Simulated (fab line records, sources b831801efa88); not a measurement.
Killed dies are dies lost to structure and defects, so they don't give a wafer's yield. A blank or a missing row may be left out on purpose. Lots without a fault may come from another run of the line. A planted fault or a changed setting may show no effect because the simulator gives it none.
One fault seen from 2 desks | flow gf180mcu | each desk has only its own numbers; what lay behind them comes last

THE METROLOGY DESK
What the gauges read, lot by lot, whatever tool the lot ran on: means of the sampled wafers that have a number. A lot is out of limits, marked OUT, if its mean lies more than 4 standard deviations from the usual mean; the brackets give that distance.
Columns: A = MIM_CVD_05_THK at GF_MIM_THK_MEAS_06, usual 42.1 nm
lot  | first seen here | A
L296 | day 24 18:31    | 41.9
L297 | day 24 22:30    | 42.9
L298 | day 25 06:50    | 41.6
L299 | day 25 07:46    | 42.2
L301 | day 26 10:23    | 41.7
L306 | day 28 05:07    | 41.7
L307 | day 28 12:18    | 42.0
L308 | day 28 17:44    | 42.4
L310 | day 29 10:35    | 42.5
L312 | day 29 15:02    | 42.1
L313 | day 29 22:59    | 41.5
L318 | day 31 00:39    | 42.2
L319 | day 31 07:02    | 42.4
This desk's finding: nothing out of limits on any of the 13 lots.

THE TOOL OWNER'S DESK: plasma_asher-01
The tool's own readings at GF_M2_STRIP_17 (strips in O2/N2): means of the sampled wafers that have a number, for each lot that ran on this tool. A lot is out of limits, marked OUT, if its mean lies more than 4 standard deviations from the usual mean; the brackets give that distance.
Columns: A = drypump_motor_current_A at GF_M2_STRIP_17, usual 5.7 A; B = heater_power_w at GF_M2_STRIP_17, usual 311 W; C = oes_product_au at GF_M2_STRIP_17, usual 0.557 a.u.; D = strip_time_to_endpoint_s at GF_M2_STRIP_17, usual 7.87 s
lot  | first seen here | A   | B   | C     | D
L299 | day 20 01:41    | 5.5 | 308 | 0.556 | 7.83
L301 | day 21 09:33    | 5.5 | 310 | 0.556 | 7.86
L307 | day 23 18:45    | 5.5 | 308 | 0.560 | 7.85
L308 | day 24 00:16    | 5.5 | 308 | 0.554 | 7.87
L318 | day 26 15:59    | 5.6 | 318 | 0.560 | 7.90
This desk's finding: nothing out of limits on any of the 5 lots.

PUT TOGETHER
The metrology desk saw nothing out of limits.
The tool owner's desk saw nothing out of limits.

WHAT THE SIMULATOR HAD PUT IN
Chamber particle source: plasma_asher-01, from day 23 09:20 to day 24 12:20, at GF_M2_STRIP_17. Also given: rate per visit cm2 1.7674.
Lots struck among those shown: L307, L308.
